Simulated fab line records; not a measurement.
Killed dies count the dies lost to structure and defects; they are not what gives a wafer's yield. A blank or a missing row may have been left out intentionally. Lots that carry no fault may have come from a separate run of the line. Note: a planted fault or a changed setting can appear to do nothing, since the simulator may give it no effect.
Which of the tools did it? / flow gf180mcu / 39 wafers from 13 lots sampled at 5 of the route's 602 steps

## WHAT THE GAUGES READ, wafer by wafer
GF_CONTACT_CD_MEAS_14 targets a cd of 220 nm.
lot=L993; measured=day 16 01:08; on=cdSem-02; cdNm (nm)=220.9 219.4 219.9
lot=L994; measured=day 16 14:52; on=cdSem-02; cdNm (nm)=219.5 219.3 219.0
lot=L995; measured=day 17 01:36; on=cdSem-02; cdNm (nm)=220.0 220.6 219.3
lot=L101; measured=day 19 07:44; on=cdSem-01; cdNm (nm)=219.1 220.8 220.7
lot=L104; measured=day 20 02:47; on=cdSem-02; cdNm (nm)=217.5 217.6 217.3
lot=L105; measured=day 20 13:08; on=cdSem-01; cdNm (nm)=222.3 224.0 221.4
lot=L109; measured=day 22 02:14; on=cdSem-01; cdNm (nm)=220.7 221.6 221.7
lot=L111; measured=day 22 18:06; on=cdSem-01; cdNm (nm)=223.0 223.6 224.9
lot=L112; measured=day 23 04:32; on=cdSem-01; cdNm (nm)=218.4 218.8 217.8
lot=L113; measured=day 23 10:54; on=cdSem-01; cdNm (nm)=219.3 217.8 219.2
lot=L114; measured=day 23 14:17; on=cdSem-01; cdNm (nm)=221.2 218.3 218.5
lot=L115; measured=day 24 02:39; on=cdSem-01; cdNm (nm)=221.3 220.4 220.7
lot=L116; measured=day 24 07:34; on=cdSem-01; cdNm (nm)=217.0 217.9 216.8

GF_M1_CD_MEAS_14 targets a cd of 230 nm.
lot=L993; measured=day 17 01:11; on=cdSem-02; cdNm (nm)=230.7 230.2 230.9
lot=L994; measured=day 17 16:11; on=cdSem-02; cdNm (nm)=229.0 229.8 230.3
lot=L995; measured=day 18 02:26; on=cdSem-01; cdNm (nm)=231.1 230.7 229.6
lot=L101; measured=day 20 09:42; on=cdSem-01; cdNm (nm)=229.5 229.1 230.4
lot=L104; measured=day 21 04:15; on=cdSem-01; cdNm (nm)=202.1 202.7 231.2
lot=L105; measured=day 21 15:08; on=cdSem-01; cdNm (nm)=204.0 204.8 232.4
lot=L109; measured=day 23 02:42; on=cdSem-01; cdNm (nm)=229.5 228.9 229.4
lot=L111; measured=day 23 17:54; on=cdSem-02; cdNm (nm)=230.3 231.0 230.7
lot=L112; measured=day 24 04:41; on=cdSem-01; cdNm (nm)=230.1 230.5 229.0
lot=L113; measured=day 24 10:07; on=cdSem-02; cdNm (nm)=230.9 231.8 230.6
lot=L114; measured=day 24 13:42; on=cdSem-01; cdNm (nm)=230.7 229.4 230.6
lot=L115; measured=day 25 01:45; on=cdSem-02; cdNm (nm)=232.1 231.5 230.1
lot=L116; measured=day 25 06:58; on=cdSem-02; cdNm (nm)=228.4 229.2 229.3

GF_V1_THK_MEAS_01.
lot=L993; measured=day 17 02:05; on=filmMetro-04; V1_CVD_00_THK (nm)=602 607 610
lot=L994; measured=day 17 17:04; on=filmMetro-01; V1_CVD_00_THK (nm)=610 603 606
lot=L995; measured=day 18 03:20; on=filmMetro-02; V1_CVD_00_THK (nm)=589 598 595
lot=L101; measured=day 20 10:35; on=filmMetro-01; V1_CVD_00_THK (nm)=607 603 597
lot=L104; measured=day 21 05:08; on=filmMetro-01; V1_CVD_00_THK (nm)=594 599 594
lot=L105; measured=day 21 16:04; on=filmMetro-02; V1_CVD_00_THK (nm)=605 606 601
lot=L109; measured=day 23 03:35; on=filmMetro-01; V1_CVD_00_THK (nm)=601 603 604
lot=L111; measured=day 23 18:49; on=filmMetro-02; V1_CVD_00_THK (nm)=610 598 601
lot=L112; measured=day 24 05:34; on=filmMetro-01; V1_CVD_00_THK (nm)=605 587 599
lot=L113; measured=day 24 11:02; on=filmMetro-04; V1_CVD_00_THK (nm)=603 604 595
lot=L114; measured=day 24 14:41; on=filmMetro-04; V1_CVD_00_THK (nm)=595 610 602
lot=L115; measured=day 25 02:59; on=filmMetro-01; V1_CVD_00_THK (nm)=595 595 594
lot=L116; measured=day 25 07:51; on=filmMetro-01; V1_CVD_00_THK (nm)=587 580 594

## TOOL THAT RAN EACH LOT (tool first, then ch and the chambers of the sampled wafers, then the start)
lot=L993; GF_CONTACT_ETCH_16=rieDiel-04 ch 2,3, day 16 01:17; GF_M1_EXPOSE_11=krfScanner-01 ch 0, day 16 14:15
lot=L994; GF_CONTACT_ETCH_16=rieDiel-03 ch 0,2,3, day 16 14:59; GF_M1_EXPOSE_11=krfScanner-02 ch 0, day 17 04:38
lot=L995; GF_CONTACT_ETCH_16=rieDiel-04 ch 0,2, day 17 01:46; GF_M1_EXPOSE_11=krfScanner-02 ch 0, day 17 14:57
lot=L101; GF_CONTACT_ETCH_16=rieDiel-03 ch 2,3, day 19 07:53; GF_M1_EXPOSE_11=krfScanner-02 ch 0, day 19 21:34
lot=L104; GF_CONTACT_ETCH_16=rieDiel-03 ch 0,2,3, day 20 02:56; GF_M1_EXPOSE_11=krfScanner-01 ch 0, day 20 16:13
lot=L105; GF_CONTACT_ETCH_16=rieDiel-04 ch 1,2,3, day 20 13:17; GF_M1_EXPOSE_11=krfScanner-01 ch 0, day 21 03:21
lot=L109; GF_CONTACT_ETCH_16=rieDiel-01 ch 0,1, day 22 02:23; GF_M1_EXPOSE_11=krfScanner-02 ch 0, day 22 15:19
lot=L111; GF_CONTACT_ETCH_16=rieDiel-03 ch 0,2,3, day 22 18:14; GF_M1_EXPOSE_11=krfScanner-02 ch 0, day 23 07:06
lot=L112; GF_CONTACT_ETCH_16=rieDiel-01 ch 0,2,3, day 23 04:40; GF_M1_EXPOSE_11=krfScanner-01 ch 0, day 23 17:42
lot=L113; GF_CONTACT_ETCH_16=rieDiel-01 ch 0,2,3, day 23 11:02; GF_M1_EXPOSE_11=krfScanner-02 ch 0, day 23 23:41
lot=L114; GF_CONTACT_ETCH_16=rieDiel-04 ch 0,2, day 23 14:26; GF_M1_EXPOSE_11=krfScanner-02 ch 0, day 24 03:24
lot=L115; GF_CONTACT_ETCH_16=rieDiel-01 ch 0,2,3, day 24 02:49; GF_M1_EXPOSE_11=krfScanner-02 ch 0, day 24 14:26
lot=L116; GF_CONTACT_ETCH_16=rieDiel-04 ch 0,1,2, day 24 07:43; GF_M1_EXPOSE_11=krfScanner-02 ch 0, day 24 20:06
- GF_CONTACT_ETCH_16: etches BARC in N2/H2.
- GF_M1_EXPOSE_11: exposes mask Metal1, target cd 230 nm.

## WHAT THE TOOLS THEMSELVES READ (means of the sampled wafers that have a number; where no wafer has one, the mark that the record gives instead)
GF_CONTACT_ETCH_16.
lot=L993; tool=rieDiel-04; drypumpMotorCurrentA (A)=6.1; oesProductAu (a.u.)=0.855; throttleValvePct (%)=13.225
lot=L994; tool=rieDiel-03; drypumpMotorCurrentA (A)=5.8; oesProductAu (a.u.)=0.859; throttleValvePct (%)=13.232
lot=L995; tool=rieDiel-04; drypumpMotorCurrentA (A)=6.1; oesProductAu (a.u.)=0.856; throttleValvePct (%)=13.222
lot=L101; tool=rieDiel-03; drypumpMotorCurrentA (A)=5.9; oesProductAu (a.u.)=0.857; throttleValvePct (%)=13.223
lot=L104; tool=rieDiel-03; drypumpMotorCurrentA (A)=5.8; oesProductAu (a.u.)=0.857; throttleValvePct (%)=13.222
lot=L105; tool=rieDiel-04; drypumpMotorCurrentA (A)=5.8; oesProductAu (a.u.)=0.850; throttleValvePct (%)=13.223
lot=L109; tool=rieDiel-01; drypumpMotorCurrentA (A)=6.2; oesProductAu (a.u.)=0.855; throttleValvePct (%)=13.213
lot=L111; tool=rieDiel-03; drypumpMotorCurrentA (A)=5.7; oesProductAu (a.u.)=0.855; throttleValvePct (%)=13.223
lot=L112; tool=rieDiel-01; drypumpMotorCurrentA (A)=6.0; oesProductAu (a.u.)=0.854; throttleValvePct (%)=13.224
lot=L113; tool=rieDiel-01; drypumpMotorCurrentA (A)=6.0; oesProductAu (a.u.)=0.854; throttleValvePct (%)=13.230
lot=L114; tool=rieDiel-04; drypumpMotorCurrentA (A)=5.9; oesProductAu (a.u.)=0.852; throttleValvePct (%)=13.230
lot=L115; tool=rieDiel-01; drypumpMotorCurrentA (A)=6.0; oesProductAu (a.u.)=0.852; throttleValvePct (%)=13.227
lot=L116; tool=rieDiel-04; drypumpMotorCurrentA (A)=5.8; oesProductAu (a.u.)=0.856; throttleValvePct (%)=13.223

## THE ANSWER, worked out from the rows above alone
Rule: the usual values come from the lots themselves. Put in order of their means at a reading, lots are off if they are a third of the lots or fewer, leave a main group of 4 or more, and stand apart from it by a gap of 3 or more times the standard deviation of the main group's means; of several such gaps the widest counts. A main group is skipped when, at the precision printed for the reading in the tables above, its means are all equal. A lot without any number at a reading at which 4 lots or more have one is off too. The other lots that the step has rows for count as sound. Order of review: gauges by route order, followed by the tools' own readings, for which a lot's mean as printed above is used. At the first step where some lot is off, the reading lying furthest off is the one used; lots without a number count as furthest.
Off at GF_M1_CD_MEAS_14 (cdNm): L104, L105. The main group: mean 230.2 nm, standard deviation 0.7.
If a tool, at a process step before that reading, ran all the lots that are off and no sound lot after the first of them, it fits. Those tools and the gauges at GF_M1_CD_MEAS_14 are tried in the same way. No candidate that was tried fits.

## WHAT THE SIMULATOR PUT IN
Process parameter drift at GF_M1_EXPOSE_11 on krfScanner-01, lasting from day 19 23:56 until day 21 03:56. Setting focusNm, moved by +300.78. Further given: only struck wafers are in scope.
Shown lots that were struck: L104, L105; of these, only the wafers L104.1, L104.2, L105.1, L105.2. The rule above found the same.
